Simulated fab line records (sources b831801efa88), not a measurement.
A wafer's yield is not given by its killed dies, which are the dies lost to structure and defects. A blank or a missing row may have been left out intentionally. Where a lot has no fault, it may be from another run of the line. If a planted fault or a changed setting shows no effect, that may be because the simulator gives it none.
Chamber matching :: flow sky130 :: rieDiel-03 running SKY_POLY_CUT_ETCH_11: 4 sister chambers
The step etches Si3N4 in CF4/CH2F2/Ar, stops on poly-Si, time 42.5 s, target depth 60 nm. 4 wafers are shown with their chamber, then 10 later ones without.

== WAFERS PAIRED WITH THEIR CHAMBERS ==
wafer: L092.4
chamber: 2
chamberPressureMTorr (mTorr): 40.01

wafer: L093.3
chamber: 3
chamberPressureMTorr (mTorr): 39.95

wafer: L095.3
chamber: 1
chamberPressureMTorr (mTorr): 40.00

wafer: L095.5
chamber: 0
chamberPressureMTorr (mTorr): 39.93

== WAFERS WITH NO CHAMBER GIVEN ==
wafer: L095.6
chamberPressureMTorr (mTorr): 40.00

wafer: L096.3
chamberPressureMTorr (mTorr): 40.01

wafer: L096.5
chamberPressureMTorr (mTorr): 39.95

wafer: L096.6
chamberPressureMTorr (mTorr): 39.99

wafer: L094.2
chamberPressureMTorr (mTorr): 39.91

wafer: L094.4
chamberPressureMTorr (mTorr): 39.94

wafer: L094.5
chamberPressureMTorr (mTorr): 40.05

wafer: L097.2
chamberPressureMTorr (mTorr): 40.01

wafer: L097.4
chamberPressureMTorr (mTorr): 39.97

wafer: L097.6
chamberPressureMTorr (mTorr): 40.03

== THE CHAMBER EACH PASSED THROUGH ==
wafer: L095.6
from the rows above: can't be placed: 1 or 2
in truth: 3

wafer: L096.3
from the rows above: can't be placed: 2 or 1
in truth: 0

wafer: L096.5
from the rows above: can't be placed: 3 or 0
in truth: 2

wafer: L096.6
from the rows above: can't be placed: 1 or 2 or 3
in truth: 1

wafer: L094.2
from the rows above: can't be placed: 0 or 3
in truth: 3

wafer: L094.4
from the rows above: can't be placed: 0 or 3
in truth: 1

wafer: L094.5
from the rows above: can't be placed: 2 or 1
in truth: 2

wafer: L097.2
from the rows above: can't be placed: 2 or 1
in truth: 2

wafer: L097.4
from the rows above: can't be placed: 3 or 1 or 0 or 2
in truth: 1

wafer: L097.6
from the rows above: can't be placed: 2 or 1
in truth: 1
Correct placement for 0 of the 10. Can't be placed from these rows: 10 (the true chamber is among the candidates in 6). Wrongly placed: 0.
How it was worked out, from the rows above alone: a wafer's distance from a chamber is the root of the sum, over the readings, of the square of ((its reading less the chamber's mean) divided by the reading's scatter). The wafer belongs to the nearest chamber; if the next one is less than 2 further off, it can't be placed. For every chamber, the mean is computed from those of its wafers that are shown. The scatter (one wafer shown for each chamber): square how far every hidden wafer sits from the nearest shown wafer, average those squares and take the square root.
